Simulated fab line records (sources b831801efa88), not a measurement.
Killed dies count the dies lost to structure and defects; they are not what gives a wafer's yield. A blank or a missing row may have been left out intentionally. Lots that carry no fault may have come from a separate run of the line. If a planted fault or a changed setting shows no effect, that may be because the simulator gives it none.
Which tool was responsible? | flow gf180mcu | 6 lots, 18 wafers sampled, at 4 steps of a route of 602

## WHAT THE GAUGES SHOWED, per wafer
GF_V4_THK_MEAS_01.
lot  | measured     | on            | V4_CVD_00_THK (nm)
L512 | day 23 09:40 | film_metro-01 | 600 596 593
L516 | day 25 16:07 | film_metro-01 | 591 596 602
L519 | day 26 13:53 | film_metro-04 | 611 599 611
L520 | day 27 05:34 | film_metro-04 | 601 598 594
L524 | day 27 22:48 | film_metro-01 | 293 303 302
L533 | day 30 05:09 | film_metro-03 | 590 590 594

## TOOL THAT RAN EACH LOT (tool first, then ch and the chambers of the sampled wafers, then the start)
lot  | GF_V3_CVD_23                  | GF_M4_SPUTTER_00             | GF_V4_CVD_00
L512 | cvd_w-02 ch 0,1, day 22 08:43 | pvd_sputter-01, day 22 09:16 | hdpcvd-02 ch 0,1,2, day 23 09:35
L516 | cvd_w-01 ch 1, day 24 17:31   | pvd_sputter-01, day 24 18:07 | hdpcvd-01 ch 0,2, day 25 16:02
L519 | cvd_w-02 ch 1, day 25 15:10   | pvd_sputter-03, day 25 15:46 | hdpcvd-01 ch 0,1, day 26 13:48
L520 | cvd_w-02 ch 0,1, day 26 07:43 | pvd_sputter-01, day 26 08:16 | hdpcvd-02 ch 1,2, day 27 05:28
L524 | cvd_w-02 ch 0,1, day 27 00:48 | pvd_sputter-01, day 27 01:21 | hdpcvd-01 ch 0,1,2, day 27 22:44
L533 | cvd_w-02 ch 0,1, day 29 08:49 | pvd_sputter-01, day 29 09:24 | hdpcvd-02 ch 0,1, day 30 05:04
- GF_V3_CVD_23: deposits W, target thk 350 nm, time 104.9 s.
- GF_M4_SPUTTER_00: material Ti, target thk 37.5 nm, time 150 s.
- GF_V4_CVD_00: deposits SiO2, target thk 600 nm, time 100 s.

## THE ANSWER, worked out from the rows above alone
Rule: the lots themselves supply what counts as usual. Put in order of their means at a reading, lots are off if they are a third of the lots or fewer, leave a main group of 4 or more, and stand apart from it by a gap of 3 or more times the standard deviation of the main group's means; of several such gaps the widest counts. A main group whose means are all the same, to the digits that the tables above print for the reading, isn't used. A lot without any number at a reading at which 4 lots or more have one is off too. Any other lot the step has rows for is counted as sound.
Off: L524, seen at GF_V4_THK_MEAS_01 (V4_CVD_00_THK). For the main group the mean is 598 nm and the standard deviation 5.1.
If a tool, at a process step before that reading, ran all the lots that are off and no sound lot after the first of them, it fits. Gauges at GF_V4_THK_MEAS_01: tried the same way as those tools. Can't be told from this: 2 tools fit, hdpcvd-01 at GF_V4_CVD_00, film_metro-01 at GF_V4_THK_MEAS_01.

## WHAT HAD BEEN PUT IN BY THE SIMULATOR
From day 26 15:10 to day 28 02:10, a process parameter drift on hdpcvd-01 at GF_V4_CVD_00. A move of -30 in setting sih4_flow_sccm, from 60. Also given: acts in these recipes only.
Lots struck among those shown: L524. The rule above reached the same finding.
